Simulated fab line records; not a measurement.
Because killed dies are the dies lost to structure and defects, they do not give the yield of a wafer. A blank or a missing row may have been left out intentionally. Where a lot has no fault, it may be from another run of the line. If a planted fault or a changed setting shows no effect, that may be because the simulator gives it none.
2 desks, one fault -- flow sky130 -- what lay behind the numbers comes last; until then each desk has only its own

FROM THE METROLOGY DESK
Lot by lot, what the gauges showed, no matter which tool ran the lot: averages of those sampled wafers that carry a number. Any lot whose mean is over 4 standard deviations away from the usual mean is out of limits and marked OUT; that distance is given in the brackets.
Columns: A = POLY_GATE_TW at SKY_RES_PROTECT_TW_MEAS_08, usual 4051; B = RES_XHIGH_TW at SKY_RES_XHIGH_TW_MEAS_09, usual 1650; C = LI_CONTACT_BOW at SKY_LI_CONTACT_BOW_MEAS_03, usual 56 um; D = LOCAL_INTERCONNECT_TIN_THK at SKY_LOCAL_INTERCONNECT_THK_MEAS_02, usual 100.9 nm
lot,first seen here,A,B,C,D
L975,day 15 00:10,4038,1663,63,100.8
L976,day 16 03:31,4054,1663,54,102.4
L981,day 17 02:11,4019,1648,56,100.1
L982,day 17 17:04,4010,1684,62,100.9
L990,day 20 12:19,4041,1638,58,100.8
L991,day 21 00:49,3728 (-7.5) OUT,1638,53,100.5
L992,day 21 08:47,3724 (-7.6) OUT,1639,56,101.7
L993,day 21 11:38,3817 (-5.4) OUT,1657,55,100.7
L996,day 23 16:31,4127,1648,65,102.0
L998,day 24 09:49,4020,1659,51,101.3
L997,day 24 12:27,4159,1636,52,100.4
Per this desk, out of limits: L991, L992, L993; the first was L991, day 21 00:49 (POLY_GATE_TW at SKY_RES_PROTECT_TW_MEAS_08). L975, L976, L981, L982, L990, L996, L998, L997 stayed within limits.

FOR THE TOOL OWNER'S DESK: implanter-04
For each lot that ran on this tool, the mean over its sampled wafers that have a number, from the tool's own readings at SKY_POLY_GATE_IMPLANT_02. Any lot whose mean is over 4 standard deviations away from the usual mean is out of limits and marked OUT; that distance is given in the brackets.
Columns: A = beamOnS at SKY_POLY_GATE_IMPLANT_02, usual 35.0 s; B = doseIonsCm2 at SKY_POLY_GATE_IMPLANT_02, usual 7.701e+15; C = endStationPressureTorr at SKY_POLY_GATE_IMPLANT_02, usual 1.09e-05 Torr
lot,first seen here,A,B,C
L976,day 16 03:17,31.7,7.710e+15,1.20e-05
L991,day 21 00:34,13.8 (-9.6) OUT,3.296e+15 (-99 or more) OUT,1.44e-05 (+4.3) OUT
L992,day 21 08:34,13.9 (-9.6) OUT,3.297e+15 (-99 or more) OUT,1.42e-05 (+4.1) OUT
L993,day 21 11:25,13.7 (-9.7) OUT,3.296e+15 (-99 or more) OUT,1.43e-05 (+4.2) OUT
L997,day 24 12:12,31.8,7.704e+15,1.13e-05
Finding of this desk: L991, L992, L993 out of limits; the first was L991 at day 21 00:34, on beamOnS at SKY_POLY_GATE_IMPLANT_02. L976, L997 stayed within limits.

BROUGHT TOGETHER
The tool owner's desk could have raised an alarm at day 21 00:34, on L991, L992, L993.
On L991, L992, L993, the metrology desk was in a position to raise an alarm at day 21 00:49.
Of the lots named, all ran SKY_POLY_GATE_IMPLANT_02 on implanter-04.

WHAT WAS PUT IN BY THE SIMULATOR
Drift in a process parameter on implanter-04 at SKY_POLY_GATE_IMPLANT_02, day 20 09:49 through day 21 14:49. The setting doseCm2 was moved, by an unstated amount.
Shown lots that were struck: L991, L992, L993.
Time in hours from fault onset to the first out-of-limits reading at each desk: tool owner's desk 15, metrology desk 15.
